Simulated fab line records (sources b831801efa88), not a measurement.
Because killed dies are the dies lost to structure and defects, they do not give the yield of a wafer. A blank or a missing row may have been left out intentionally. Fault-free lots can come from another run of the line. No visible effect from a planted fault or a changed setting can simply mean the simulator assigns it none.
fab line records | flow sky130 | part 1 of 2: steps 1 to 23 of 32
[record] lots = 5 | wafers = 15 | last_day = 50
route steps=708 shown POLY_CUT@315 SD_P@320 RES_XHIGH@332 SD_N@342
lots that met no fault: taken from a fault-free run of the same line
start_h: start of the lot's first displayed wafer, in hours after the record's first day | wait_h: how many hours have passed since the lot's step before this one | " unchanged from the row above | L1.1+2: a single row standing in for several wafers | - value missing, or start not given | * or withheld: withheld | < > ~ a bound
route shown NAME@n: names a module that has steps shown in the file, with the first one's number in the route | usual: average and standard deviation across the fault-free wafers | same: alike in all rows | chamber/n: place in a boat | sites: readings site by site | _std_site: standard deviation across them | _edge_site: mean of outer sites minus mean of inner sites | radius_mm: how far each site lies from the wafer's centre | mask NAME#n: copy n | behind: tool/chamber where the wafer was last shaped | hold: what put the lot on hold/how long, in hours/how the hold closed | device: which transistor (n, p or np) failed to switch | end of line: the tests these same wafers got at the end of their route | a step with no rows: only its recipe | killed: count of dies lost to structure and defects at first sort (not the wafer's yield) | map: shows each die of a wafer: x if killed, . if not, _ if none is there
set.NAME: the run value of the setting; set.NAME@STEP: its run value at that earlier step | model.NAME: the simulator's own value behind a step, which no gauge read
lots at some steps of the route; a table a step, a row a wafer
services: from which hour (start_h, from the record's first day; less than 0 if before it) a tool's chamber was out of use, for how many hours, and why
[[steps]]
[step SKY_POLY_CUT_CD_MEAS_08]
[recipe] target_cd_nm = 270
[usual] cd_nm = 269.9/1.6
lot.wafer | tool      | chamber | start_h | wait_h | cd_nm
L074.1    | cd_sem-01 | -       | 576.77  | -      | 272.5
L074.5    | "         | -       | "       | "      | 271.3
L074.6    | "         | -       | "       | "      | 270.0
L075.2    | cd_sem-02 | -       | 591.66  | -      | 269.1
L075.3    | "         | -       | "       | "      | 270.7
L075.5    | "         | -       | "       | "      | 271.2
L079.2    | cd_sem-02 | -       | 617.51  | -      | 269.6
L079.4    | "         | -       | "       | "      | 269.4
L079.5    | "         | -       | "       | "      | 270.7
L091.1    | cd_sem-02 | -       | 721.44  | -      | 266.6
L091.2    | "         | -       | "       | "      | 266.0
L091.4    | "         | -       | "       | "      | 267.8
L093.1    | cd_sem-02 | -       | 736.69  | -      | 268.4
L093.2    | "         | -       | "       | "      | 268.4
L093.3    | "         | -       | "       | "      | 268.7
[step SKY_POLY_CUT_OVL_MEAS_09]
[usual] POLY_CUT_OVL = -2/4.9
lot.wafer | tool       | chamber | start_h | wait_h | POLY_CUT_OVL[nm]
L074.1    | overlay-02 | -       | 576.89  | 0.1    | -1
L074.5    | "          | -       | "       | "      | -3
L074.6    | "          | -       | "       | "      | -1
L075.2    | overlay-01 | -       | 591.77  | 0.1    | -6
L075.3    | "          | -       | "       | "      | -10
L075.5    | "          | -       | "       | "      | -14
L079.2    | overlay-02 | -       | 617.61  | 0.1    | 1
L079.4    | "          | -       | "       | "      | 3
L079.5    | "          | -       | "       | "      | 4
L091.1    | overlay-02 | -       | 721.56  | 0.1    | 1
L091.2    | "          | -       | "       | "      | 7
L091.4    | "          | -       | "       | "      | 4
L093.1    | overlay-02 | -       | 736.81  | 0.1    | -6
L093.2    | "          | -       | "       | "      | -1
L093.3    | "          | -       | "       | "      | -7
[step SKY_POLY_CUT_ETCH_10]
[recipe] chemistry = N2/H2 | target = BARC | ion_energy_ev = 200 | source_w = 500 | bias_w = 100 | pressure_mtorr = 30 | n2_flow_sccm = 100 | h2_flow_sccm = 200 | stop_on = SiO2 | time_s = 45.9 | target_depth_a = 600
[usual] drypump_motor_current_A = 5.6/0.47 | oes_product_au = 0.855/0.0049 | throttle_valve_pct = 13.225/0.01
lot.wafer | tool        | chamber | start_h | wait_h | drypump_motor_current_A | oes_product_au | rf_hours_counter_h | throttle_valve_pct
L074.1    | rie_diel-04 | 2       | 576.93  | 0.0    | 5.4                     | 0.856          | 4                  | 13.234
L074.5    | "           | 3       | "       | "      | 5.9                     | 0.852          | -                  | 13.226
L074.6    | "           | 1       | "       | "      | 4.8                     | 0.856          | -                  | 13.236
L075.2    | rie_diel-02 | 2       | 591.80  | 0.0    | 5.9                     | 0.854          | 10                 | 13.207
L075.3    | "           | 0       | "       | "      | 5.3                     | 0.853          | 11                 | 13.234
L075.5    | "           | 1       | "       | "      | 5.1                     | 0.854          | -                  | 13.234
L079.2    | rie_diel-04 | 0       | 617.64  | 0.0    | 6.2                     | 0.857          | 6                  | 13.234
L079.4    | "           | 3       | "       | "      | 5.9                     | 0.846          | 12                 | 13.240
L079.5    | "           | 0       | "       | "      | 6.2                     | 0.860          | -                  | 13.231
L091.1    | rie_diel-02 | 2       | 721.60  | 0.0    | 5.9                     | 0.850          | 14                 | 13.229
L091.2    | "           | 0       | "       | "      | 5.3                     | 0.854          | 14                 | 13.232
L091.4    | "           | 0       | "       | "      | 5.2                     | 0.853          | -                  | 13.222
L093.1    | rie_diel-02 | 3       | 736.85  | 0.0    | 5.3                     | 0.851          | 0                  | 13.223
L093.2    | "           | 1       | "       | "      | 5.0                     | 0.852          | 5                  | 13.232
L093.3    | "           | 2       | "       | "      | 5.9                     | 0.860          | 14                 | 13.229
[step SKY_POLY_CUT_ETCH_11]
[recipe] target = Si3N4 | chemistry = CF4/CH2F2/Ar | stop_on = poly-Si | source_w = 600 | bias_w = 150 | pressure_mtorr = 40 | cf4_flow_sccm = 40 | ch2f2_flow_sccm = 20 | Ar_flow_sccm = 150 | time_s = 42.5 | target_depth_a = 600
[usual] drypump_motor_current_A = 5.6/0.47 | oes_product_au = 0.828/0.0055 | throttle_valve_pct = 14.993/0.0086
lot.wafer | tool        | chamber | start_h | wait_h | drypump_motor_current_A | oes_product_au | rf_hours_counter_h | throttle_valve_pct
L074.1    | rie_diel-04 | 2       | 576.97  | 0.0    | 5.4                     | 0.827          | 5                  | 14.989
L074.5    | "           | 3       | "       | "      | 5.9                     | 0.835          | -                  | 14.983
L074.6    | "           | 1       | "       | "      | 4.7                     | 0.826          | -                  | 14.987
L075.2    | rie_diel-02 | 2       | 591.84  | 0.0    | 5.9                     | 0.829          | 10                 | 14.989
L075.3    | "           | 0       | "       | "      | 5.3                     | 0.836          | 11                 | 14.997
L075.5    | "           | 1       | "       | "      | 5.1                     | 0.837          | -                  | 14.998
L079.2    | rie_diel-04 | 0       | 617.69  | 0.0    | 6.2                     | 0.830          | 6                  | 14.998
L079.4    | "           | 3       | "       | "      | 5.9                     | 0.836          | 12                 | 14.996
L079.5    | "           | 0       | "       | "      | 6.2                     | 0.823          | -                  | 15.000
L091.1    | rie_diel-02 | 2       | 721.64  | 0.0    | 5.9                     | 0.830          | 14                 | 15.012
L091.2    | "           | 0       | "       | "      | 5.3                     | 0.825          | 15                 | 14.992
L091.4    | "           | 0       | "       | "      | 5.3                     | 0.823          | -                  | 14.996
L093.1    | rie_diel-02 | 3       | 736.89  | 0.0    | 5.3                     | 0.824          | 0                  | 14.977
L093.2    | "           | 1       | "       | "      | 5.1                     | 0.828          | 5                  | 14.986
L093.3    | "           | 2       | "       | "      | 5.9                     | 0.827          | 14                 | 14.997
[step SKY_POLY_CUT_STRIP_12]
[recipe] chemistry = O2/N2 | power_w = 1400 | pressure_mtorr = 1500 | platen_temp_c = withheld | o2_flow_sccm = 3000 | n2_flow_sccm = 300 | overash_fraction = 0.5
[usual] drypump_motor_current_A = 5.7/0.5 | oes_product_au = 0.452/0.0047 | strip_time_to_endpoint_s = 5.350/0.015
lot.wafer | tool            | chamber | start_h | wait_h | drypump_motor_current_A | oes_product_au | rf_hours_counter_h | strip_time_to_endpoint_s
L074.1    | plasma_asher-04 | 1       | 577.01  | 0.0    | 6.1                     | 0.452          | 87                 | 5.354
L074.5    | "               | 0       | "       | "      | 6.4                     | 0.460          | -                  | 5.351
L074.6    | "               | 1       | "       | "      | 6.1                     | 0.448          | -                  | 5.351
L075.2    | plasma_asher-02 | 1       | 591.88  | 0.0    | 5.2                     | 0.459          | 77                 | 5.363
L075.3    | "               | 1       | "       | "      | 5.2                     | 0.459          | -                  | 5.349
L075.5    | "               | 1       | "       | "      | 5.2                     | 0.452          | -                  | 5.342
L079.2    | plasma_asher-01 | 0       | 617.73  | 0.0    | 5.0                     | 0.455          | 50                 | 5.376
L079.4    | "               | 1       | "       | "      | 5.8                     | 0.447          | -                  | 5.362
L079.5    | "               | 1       | "       | "      | 5.8                     | 0.457          | -                  | 5.354
L091.1    | plasma_asher-04 | 1       | 721.68  | 0.0    | 6.1                     | 0.448          | 102                | 5.342
L091.2    | "               | 0       | "       | "      | 6.4                     | 0.447          | 102                | 5.333
L091.4    | "               | 1       | "       | "      | 6.1                     | 0.458          | -                  | 5.351
L093.1    | plasma_asher-02 | 1       | 736.93  | 0.0    | 5.2                     | 0.455          | 91                 | 5.368
L093.2    | "               | 0       | "       | "      | 5.5                     | 0.452          | 91                 | 5.357
L093.3    | "               | 1       | "       | "      | 5.2                     | 0.447          | -                  | 5.341
[step SKY_SD_P_DEHYDRATE_00]
[recipe] temp_c = 200 | time_s = 60
[usual] exhaust_pa = 45.2/0.83 | heater_power_total_W = 160.38/0.13
lot.wafer | tool           | chamber | start_h | wait_h | exhaust_pa | heater_power_total_W
L074.1    | litho_track-01 | 0       | 592.27  | 15.2   | 45.4       | 160.20
L074.5    | "              | 0       | "       | "      | 46.2       | 160.29
L074.6    | "              | 0       | "       | "      | 45.4       | 160.28
L075.2    | litho_track-01 | 0       | 606.10  | 14.2   | 45.6       | 160.52
L075.3    | "              | 0       | "       | "      | 46.2       | 160.32
L075.5    | "              | 0       | "       | "      | 45.2       | 160.20
L079.2    | litho_track-01 | 0       | 632.10  | 14.3   | 46.0       | 160.48
L079.4    | "              | 0       | "       | "      | 46.7       | 160.29
L079.5    | "              | 0       | "       | "      | 46.5       | 160.55
L091.1    | litho_track-04 | 0       | 735.09  | 13.4   | 46.8       | 160.25
L091.2    | "              | 0       | "       | "      | 46.4       | 160.59
L091.4    | "              | 0       | "       | "      | 46.0       | 160.16
L093.1    | litho_track-01 | 0       | 750.32  | 13.4   | 45.7       | 160.44
L093.2    | "              | 0       | "       | "      | 45.1       | 160.26
L093.3    | "              | 0       | "       | "      | 46.5       | 160.60
[step SKY_SD_P_HMDS_01]
[recipe] prime_time_s = 60 | prime_temp_c = 120
[usual] exhaust_pa = 45.1/0.89
lot.wafer | tool           | chamber | start_h | wait_h | exhaust_pa
L074.1    | litho_track-01 | 0       | 592.42  | 0.1    | 45.4
L074.5    | "              | 0       | "       | "      | 44.6
L074.6    | "              | 0       | "       | "      | 45.5
L075.2    | litho_track-01 | 0       | 606.25  | 0.1    | 45.5
L075.3    | "              | 0       | "       | "      | 44.8
L075.5    | "              | 0       | "       | "      | 44.9
L079.2    | litho_track-01 | 0       | 632.25  | 0.1    | 45.2
L079.4    | "              | 0       | "       | "      | 44.9
L079.5    | "              | 0       | "       | "      | 43.9
L091.1    | litho_track-04 | 0       | 735.24  | 0.1    | 45.6
L091.2    | "              | 0       | "       | "      | 45.3
L091.4    | "              | 0       | "       | "      | 45.3
L093.1    | litho_track-01 | 0       | 750.47  | 0.1    | 46.5
L093.2    | "              | 0       | "       | "      | 44.4
L093.3    | "              | 0       | "       | "      | 45.9
[step SKY_SD_P_COAT_02]
[recipe] resist = NOVOLAK | spin_rpm = 3000 | resist_thk_nm = 1140
[usual] exhaust_pa = 44.9/0.82 | spin_speed_rpm = 3000.1/1.9
lot.wafer | tool           | chamber | start_h | wait_h | exhaust_pa | spin_speed_rpm
L074.1    | litho_track-01 | 0       | 592.57  | 0.1    | 45.2       | 2995.8
L074.5    | "              | 0       | "       | "      | 44.0       | 2999.1
L074.6    | "              | 0       | "       | "      | 44.7       | 2999.5
L075.2    | litho_track-01 | 0       | 606.40  | 0.1    | 45.7       | 3001.6
L075.3    | "              | 0       | "       | "      | 44.0       | 3001.7
L075.5    | "              | 0       | "       | "      | 43.6       | 3003.0
L079.2    | litho_track-01 | 0       | 632.40  | 0.1    | 42.9       | 3000.0
L079.4    | "              | 0       | "       | "      | 44.7       | 3002.7
L079.5    | "              | 0       | "       | "      | 43.8       | 2999.3
L091.1    | litho_track-04 | 0       | 735.39  | 0.1    | 46.1       | 2999.3
L091.2    | "              | 0       | "       | "      | 45.8       | 2999.0
L091.4    | "              | 0       | "       | "      | 44.6       | 3002.8
L093.1    | litho_track-01 | 0       | 750.62  | 0.1    | 45.1       | 2996.8
L093.2    | "              | 0       | "       | "      | 45.4       | 2996.7
L093.3    | "              | 0       | "       | "      | 46.9       | 2996.3
[step SKY_SD_P_SOFTBAKE_03]
[recipe] temp_c = 90 | time_s = 60 | resist = NOVOLAK
[usual] exhaust_pa = 45.1/0.74 | heater_power_total_W = 56.59/0.047
lot.wafer | tool           | chamber | start_h | wait_h | exhaust_pa | heater_power_total_W
L074.1    | litho_track-01 | 0       | 592.72  | 0.1    | 43.1       | 56.62
L074.5    | "              | 0       | "       | "      | 44.6       | 56.60
L074.6    | "              | 0       | "       | "      | 45.5       | 56.49
L075.2    | litho_track-01 | 0       | 606.55  | 0.1    | 44.3       | 56.54
L075.3    | "              | 0       | "       | "      | 43.5       | 56.57
L075.5    | "              | 0       | "       | "      | 43.8       | 56.61
L079.2    | litho_track-01 | 0       | 632.55  | 0.1    | 46.6       | 56.54
L079.4    | "              | 0       | "       | "      | 46.2       | 56.54
L079.5    | "              | 0       | "       | "      | 46.1       | 56.62
L091.1    | litho_track-04 | 0       | 735.54  | 0.1    | 44.4       | 56.61
L091.2    | "              | 0       | "       | "      | 44.8       | 56.48
L091.4    | "              | 0       | "       | "      | 44.2       | 56.49
L093.1    | litho_track-01 | 0       | 750.77  | 0.1    | 44.9       | 56.66
L093.2    | "              | 0       | "       | "      | 44.5       | 56.62
L093.3    | "              | 0       | "       | "      | 43.8       | 56.59
[step SKY_SD_P_EXPOSE_04]
[recipe] mask_id = PSDM | na = 0.6 | source_shape = conventional | sigma_outer = 0.6 | polarization = unpolarized | target_cd_nm = 380 | dose_mj = 138
[usual] reticle_temp_C = 23.00/0.096
lot.wafer | tool             | chamber | start_h | wait_h | mask   | reticle_temp_C
L074.1    | iline_stepper-02 | 0       | -       | -      | PSDM#0 | 23.17
L074.5    | "                | 0       | "       | "      | PSDM#0 | 23.00
L074.6    | "                | 0       | "       | "      | PSDM#0 | 23.03
L075.2    | iline_stepper-01 | 0       | -       | -      | PSDM#0 | 22.90
L075.3    | "                | 0       | "       | "      | PSDM#0 | 23.00
L075.5    | "                | 0       | "       | "      | PSDM#0 | 23.06
L079.2    | iline_stepper-01 | 0       | -       | -      | PSDM#0 | 22.94
L079.4    | "                | 0       | "       | "      | PSDM#0 | 23.13
L079.5    | "                | 0       | "       | "      | PSDM#0 | 23.14
L091.1    | iline_stepper-01 | 0       | -       | -      | PSDM#0 | 23.09
L091.2    | "                | 0       | "       | "      | PSDM#0 | 23.04
L091.4    | "                | 0       | "       | "      | PSDM#0 | 23.00
L093.1    | iline_stepper-01 | 0       | -       | -      | PSDM#0 | 22.88
L093.2    | "                | 0       | "       | "      | PSDM#0 | 22.88
L093.3    | "                | 0       | "       | "      | PSDM#0 | 22.94
[step SKY_SD_P_PEB_05]
[recipe] temp_c = withheld | time_s = * | resist = NOVOLAK
[usual] exhaust_pa = 45.3/0.89
lot.wafer | tool           | chamber | start_h | wait_h | exhaust_pa
L074.1    | litho_track-04 | 0       | -       | -      | 45.4
L074.5    | "              | 0       | "       | "      | 44.5
L074.6    | "              | 0       | "       | "      | 44.8
L075.2    | litho_track-02 | 0       | -       | -      | 45.5
L075.3    | "              | 0       | "       | "      | 44.4
L075.5    | "              | 0       | "       | "      | 45.2
L079.2    | litho_track-01 | 0       | -       | -      | 45.4
L079.4    | "              | 0       | "       | "      | 46.2
L079.5    | "              | 0       | "       | "      | 45.1
L091.1    | litho_track-02 | 0       | -       | -      | 46.3
L091.2    | "              | 0       | "       | "      | 46.9
L091.4    | "              | 0       | "       | "      | 45.9
L093.1    | litho_track-01 | 0       | -       | -      | 44.6
L093.2    | "              | 0       | "       | "      | 44.5
L093.3    | "              | 0       | "       | "      | 45.5
[step SKY_SD_P_DEVELOP_06]
[recipe] resist = NOVOLAK | developer = TMAH | develop_time_s = 60 | dev_temp_c = 23
[usual] developer_temp_C = 23.00/0.11 | exhaust_pa = 45.1/0.75
lot.wafer | tool           | chamber | start_h | wait_h | developer_temp_C | exhaust_pa
L074.1    | litho_track-04 | 0       | 607.14  | 0.1    | 22.82            | 45.1
L074.5    | "              | 0       | "       | "      | 22.97            | 46.2
L074.6    | "              | 0       | "       | "      | 22.94            | 46.5
L075.2    | litho_track-02 | 0       | 621.49  | 0.1    | 23.12            | 44.4
L075.3    | "              | 0       | "       | "      | 22.98            | 44.0
L075.5    | "              | 0       | "       | "      | 23.18            | 46.1
L079.2    | litho_track-01 | 0       | 647.10  | 0.1    | 22.92            | 44.9
L079.4    | "              | 0       | "       | "      | 22.91            | 44.6
L079.5    | "              | 0       | "       | "      | 23.02            | 45.7
L091.1    | litho_track-02 | 0       | 749.66  | 0.1    | 22.98            | 45.5
L091.2    | "              | 0       | "       | "      | 23.06            | 45.5
L091.4    | "              | 0       | "       | "      | 23.06            | 45.7
L093.1    | litho_track-01 | 0       | 764.32  | 0.1    | 22.95            | 44.7
L093.2    | "              | 0       | "       | "      | 22.87            | 45.5
L093.3    | "              | 0       | "       | "      | 22.99            | 44.6
[step SKY_SD_P_CD_MEAS_07]
[recipe] target_cd_nm = 380
[usual] cd_nm = 379.2/2.5
lot.wafer | tool      | chamber | start_h | wait_h | cd_nm
L074.1    | cd_sem-01 | -       | 607.29  | 0.1    | 380.2
L074.5    | "         | -       | "       | "      | 380.9
L074.6    | "         | -       | "       | "      | 378.4
L075.2    | cd_sem-01 | -       | 621.63  | 0.1    | 377.6
L075.3    | "         | -       | "       | "      | 377.4
L075.5    | "         | -       | "       | "      | 378.5
L079.2    | cd_sem-02 | -       | 647.24  | 0.1    | 377.2
L079.4    | "         | -       | "       | "      | 377.9
L079.5    | "         | -       | "       | "      | 377.7
L091.1    | cd_sem-01 | -       | 749.81  | 0.1    | 382.5
L091.2    | "         | -       | "       | "      | 382.9
L091.4    | "         | -       | "       | "      | 384.2
L093.1    | cd_sem-01 | -       | 764.47  | 0.1    | 376.6
L093.2    | "         | -       | "       | "      | 377.7
L093.3    | "         | -       | "       | "      | 381.6
[step SKY_SD_P_OVL_MEAS_08]
[usual] SD_P_OVL = 0.9/1.5
lot.wafer | tool       | chamber | start_h | wait_h | SD_P_OVL[nm]
L074.1    | overlay-01 | -       | 607.41  | 0.1    | 2.4
L074.5    | "          | -       | "       | "      | 0.7
L074.6    | "          | -       | "       | "      | 0.9
L075.2    | overlay-01 | -       | 621.74  | 0.1    | 0.9
L075.3    | "          | -       | "       | "      | 0.9
L075.5    | "          | -       | "       | "      | 0.5
L079.2    | overlay-02 | -       | 647.35  | 0.1    | -1.5
L079.4    | "          | -       | "       | "      | -2.4
L079.5    | "          | -       | "       | "      | -1.2
L091.1    | overlay-02 | -       | 749.93  | 0.1    | 0.7
L091.2    | "          | -       | "       | "      | 1.8
L091.4    | "          | -       | "       | "      | 1.3
L093.1    | overlay-01 | -       | 764.59  | 0.1    | 0.0
L093.2    | "          | -       | "       | "      | 0.7
L093.3    | "          | -       | "       | "      | -0.9
[step SKY_SD_P_IMPLANT_09]
[recipe] species = BF2 | energy_kev = 20 | dose_cm2 = 3e+15 | tilt_deg = 0
lot.wafer  | tool         | chamber | start_h | wait_h
L074.1+5+6 | implanter-01 | 0       | 607.45  | 0.0
L075.2+3+5 | implanter-02 | 0       | 621.80  | 0.0
L079.2+4+5 | implanter-01 | 0       | 647.41  | 0.0
L091.1+2+4 | implanter-02 | 0       | 749.97  | 0.0
L093.1+2+3 | implanter-04 | 0       | 764.63  | 0.0
[step SKY_SD_P_STRIP_10]
[recipe] chemistry = O2/N2 | power_w = 1400 | pressure_mtorr = 1500 | platen_temp_c = withheld | o2_flow_sccm = 3000 | n2_flow_sccm = 300 | overash_fraction = 0.5
[usual] drypump_motor_current_A = 5.5/0.38 | oes_product_au = 0.618/0.0044 | strip_time_to_endpoint_s = 17.49/0.04
lot.wafer | tool            | chamber | start_h | wait_h | drypump_motor_current_A | oes_product_au | rf_hours_counter_h | strip_time_to_endpoint_s
L074.1    | plasma_asher-03 | 0       | 607.60  | 0.1    | 5.4                     | 0.615          | 16                 | 17.47
L074.5    | "               | 1       | "       | "      | 6.1                     | 0.611          | -                  | 17.44
L074.6    | "               | 0       | "       | "      | 5.4                     | 0.613          | -                  | 17.42
L075.2    | plasma_asher-01 | 0       | 621.92  | 0.1    | 5.0                     | 0.622          | 51                 | 17.54
L075.3    | "               | 1       | "       | "      | 5.9                     | 0.617          | -                  | 17.45
L075.5    | "               | 1       | "       | "      | 5.8                     | 0.612          | -                  | 17.47
L079.2    | plasma_asher-03 | 0       | 647.53  | 0.1    | 5.4                     | 0.618          | 20                 | 17.46
L079.4    | "               | 0       | "       | "      | 5.3                     | 0.615          | -                  | 17.49
L079.5    | "               | 0       | "       | "      | 5.4                     | 0.613          | -                  | 17.45
L091.1    | plasma_asher-01 | 0       | 750.12  | 0.1    | 5.0                     | 0.624          | 63                 | 17.50
L091.2    | "               | 1       | "       | "      | 5.8                     | 0.612          | 63                 | 17.50
L091.4    | "               | 1       | "       | "      | 5.8                     | 0.614          | -                  | 17.53
L093.1    | plasma_asher-02 | 1       | 764.78  | 0.1    | 5.1                     | 0.619          | 94                 | 17.54
L093.2    | "               | 0       | "       | "      | 5.5                     | 0.616          | 94                 | 17.53
L093.3    | "               | 1       | "       | "      | 5.2                     | 0.615          | -                  | 17.54
[step SKY_SD_P_TW_MEAS_11]
[usual] SD_P_TW = 2821/23
lot.wafer | tool          | chamber | start_h | wait_h | SD_P_TW
L074.1    | film_metro-04 | -       | 607.70  | 0.1    | 2826
L074.5    | "             | -       | "       | "      | 2823
L074.6    | "             | -       | "       | "      | 2815
L075.2    | film_metro-02 | -       | 622.03  | 0.1    | 2840
L075.3    | "             | -       | "       | "      | 2861
L075.5    | "             | -       | "       | "      | 2858
L079.2    | film_metro-04 | -       | 647.64  | 0.1    | 2804
L079.4    | "             | -       | "       | "      | 2812
L079.5    | "             | -       | "       | "      | 2817
L091.1    | film_metro-04 | -       | 750.22  | 0.1    | 2793
L091.2    | "             | -       | "       | "      | 2813
L091.4    | "             | -       | "       | "      | 2817
L093.1    | film_metro-02 | -       | 764.88  | 0.1    | 2845
L093.2    | "             | -       | "       | "      | 2840
L093.3    | "             | -       | "       | "      | 2839
[step SKY_RES_XHIGH_DEHYDRATE_00]
[recipe] temp_c = 200 | time_s = 60
[usual] exhaust_pa = 44.9/0.98 | heater_power_total_W = 160.37/0.12
lot.wafer | tool           | chamber | start_h | wait_h | exhaust_pa | heater_power_total_W
L074.1    | litho_track-01 | 0       | 622.42  | 14.7   | 44.8       | 160.36
L074.5    | "              | 0       | "       | "      | 44.7       | 160.37
L074.6    | "              | 0       | "       | "      | 44.9       | 160.41
L075.2    | litho_track-01 | 0       | 636.05  | 14.0   | 45.1       | 160.14
L075.3    | "              | 0       | "       | "      | 44.9       | 160.55
L075.5    | "              | 0       | "       | "      | 44.7       | 160.25
L079.2    | litho_track-02 | 0       | 662.24  | 14.6   | 44.2       | 160.21
L079.4    | "              | 0       | "       | "      | 44.4       | 160.32
L079.5    | "              | 0       | "       | "      | 44.6       | 160.22
L091.1    | litho_track-01 | 0       | 762.77  | 12.5   | 44.2       | 160.24
L091.2    | "              | 0       | "       | "      | 43.5       | 160.35
L091.4    | "              | 0       | "       | "      | 44.6       | 160.59
L093.1    | litho_track-03 | 0       | 777.94  | 13.0   | 45.5       | 160.28
L093.2    | "              | 0       | "       | "      | 45.0       | 160.39
L093.3    | "              | 0       | "       | "      | 45.0       | 160.28
[step SKY_RES_XHIGH_HMDS_01]
[recipe] prime_time_s = 60 | prime_temp_c = 120
[usual] exhaust_pa = 45.1/0.91
lot.wafer | tool           | chamber | start_h | wait_h | exhaust_pa
L074.1    | litho_track-01 | 0       | 622.57  | 0.1    | 45.6
L074.5    | "              | 0       | "       | "      | 44.9
L074.6    | "              | 0       | "       | "      | 45.7
L075.2    | litho_track-01 | 0       | 636.20  | 0.1    | 45.3
L075.3    | "              | 0       | "       | "      | 44.0
L075.5    | "              | 0       | "       | "      | 44.0
L079.2    | litho_track-02 | 0       | 662.39  | 0.1    | 44.9
L079.4    | "              | 0       | "       | "      | 45.1
L079.5    | "              | 0       | "       | "      | 45.2
L091.1    | litho_track-01 | 0       | 762.92  | 0.1    | 46.1
L091.2    | "              | 0       | "       | "      | 45.3
L091.4    | "              | 0       | "       | "      | 45.4
L093.1    | litho_track-03 | 0       | 778.09  | 0.1    | 44.8
L093.2    | "              | 0       | "       | "      | 44.7
L093.3    | "              | 0       | "       | "      | 44.9
[step SKY_RES_XHIGH_COAT_02]
[recipe] resist = NOVOLAK | spin_rpm = 3000 | resist_thk_nm = 1140
[usual] exhaust_pa = 44.9/0.82 | spin_speed_rpm = 2999.9/1.9
lot.wafer | tool           | chamber | start_h | wait_h | exhaust_pa | spin_speed_rpm
L074.1    | litho_track-01 | 0       | 622.72  | 0.1    | 44.9       | 3002.6
L074.5    | "              | 0       | "       | "      | 45.9       | 2999.0
L074.6    | "              | 0       | "       | "      | 45.1       | 2998.2
L075.2    | litho_track-01 | 0       | 636.35  | 0.1    | 43.3       | 3001.2
L075.3    | "              | 0       | "       | "      | 44.4       | 2999.7
L075.5    | "              | 0       | "       | "      | 43.6       | 2999.5
L079.2    | litho_track-02 | 0       | 662.54  | 0.1    | 44.6       | 2998.0
L079.4    | "              | 0       | "       | "      | 45.4       | 2999.2
L079.5    | "              | 0       | "       | "      | 43.1       | 3003.1
L091.1    | litho_track-01 | 0       | 763.07  | 0.1    | 44.8       | 2998.4
L091.2    | "              | 0       | "       | "      | 45.1       | 2997.2
L091.4    | "              | 0       | "       | "      | 44.6       | 2999.9
L093.1    | litho_track-03 | 0       | 778.24  | 0.1    | 45.0       | 2998.8
L093.2    | "              | 0       | "       | "      | 45.0       | 3001.5
L093.3    | "              | 0       | "       | "      | 45.7       | 2998.9
[step SKY_RES_XHIGH_SOFTBAKE_03]
[recipe] temp_c = 90 | time_s = 60 | resist = NOVOLAK
[usual] exhaust_pa = 45.1/0.96 | heater_power_total_W = 56.59/0.046
lot.wafer | tool           | chamber | start_h | wait_h | exhaust_pa | heater_power_total_W
L074.1    | litho_track-01 | 0       | 622.87  | 0.1    | 44.7       | 56.56
L074.5    | "              | 0       | "       | "      | 43.8       | 56.65
L074.6    | "              | 0       | "       | "      | 44.4       | 56.53
L075.2    | litho_track-01 | 0       | 636.50  | 0.1    | 44.8       | 56.62
L075.3    | "              | 0       | "       | "      | 45.8       | 56.66
L075.5    | "              | 0       | "       | "      | 45.9       | 56.58
L079.2    | litho_track-02 | 0       | 662.69  | 0.1    | 45.2       | 56.62
L079.4    | "              | 0       | "       | "      | 44.2       | 56.63
L079.5    | "              | 0       | "       | "      | 44.5       | 56.59
L091.1    | litho_track-01 | 0       | 763.22  | 0.1    | 44.4       | 56.48
L091.2    | "              | 0       | "       | "      | 44.5       | 56.60
L091.4    | "              | 0       | "       | "      | 44.3       | 56.60
L093.1    | litho_track-03 | 0       | 778.39  | 0.1    | 45.6       | 56.59
L093.2    | "              | 0       | "       | "      | 44.1       | 56.58
L093.3    | "              | 0       | "       | "      | 44.3       | 56.57
[step SKY_RES_XHIGH_EXPOSE_04]
[recipe] mask_id = URPM | na = 0.6 | source_shape = conventional | sigma_outer = 0.6 | polarization = unpolarized | target_cd_nm = 1270 | dose_mj = 140
[usual] reticle_temp_C = 23.01/0.12
lot.wafer | tool             | chamber | start_h | wait_h | mask   | reticle_temp_C
L074.1    | iline_stepper-02 | 0       | -       | -      | URPM#0 | 22.75
L074.5    | "                | 0       | "       | "      | URPM#0 | 23.02
L074.6    | "                | 0       | "       | "      | URPM#0 | 23.00
L075.2    | iline_stepper-01 | 0       | -       | -      | URPM#0 | 22.93
L075.3    | "                | 0       | "       | "      | URPM#0 | 23.16
L075.5    | "                | 0       | "       | "      | URPM#0 | 22.94
L079.2    | iline_stepper-02 | 0       | -       | -      | URPM#0 | 22.90
L079.4    | "                | 0       | "       | "      | URPM#0 | 22.93
L079.5    | "                | 0       | "       | "      | URPM#0 | 23.08
L091.1    | iline_stepper-01 | 0       | -       | -      | URPM#0 | 23.05
L091.2    | "                | 0       | "       | "      | URPM#0 | 23.14
L091.4    | "                | 0       | "       | "      | URPM#0 | 23.17
L093.1    | iline_stepper-02 | 0       | -       | -      | URPM#0 | 23.14
L093.2    | "                | 0       | "       | "      | URPM#0 | 23.24
L093.3    | "                | 0       | "       | "      | URPM#0 | 23.24
[step SKY_RES_XHIGH_PEB_05]
[recipe] temp_c = withheld | time_s = * | resist = NOVOLAK
[usual] exhaust_pa = 45.1/0.9
lot.wafer | tool           | chamber | start_h | wait_h | exhaust_pa
L074.1    | litho_track-02 | 0       | -       | -      | 45.1
L074.5    | "              | 0       | "       | "      | 44.4
L074.6    | "              | 0       | "       | "      | 42.1
L075.2    | litho_track-03 | 0       | -       | -      | 46.2
L075.3    | "              | 0       | "       | "      | 45.9
L075.5    | "              | 0       | "       | "      | 46.4
L079.2    | litho_track-02 | 0       | -       | -      | 46.0
L079.4    | "              | 0       | "       | "      | 45.0
L079.5    | "              | 0       | "       | "      | 45.5
L091.1    | litho_track-03 | 0       | -       | -      | 43.7
L091.2    | "              | 0       | "       | "      | 44.4
L091.4    | "              | 0       | "       | "      | 44.5
L093.1    | litho_track-01 | 0       | -       | -      | 44.3
L093.2    | "              | 0       | "       | "      | 44.9
L093.3    | "              | 0       | "       | "      | 44.0
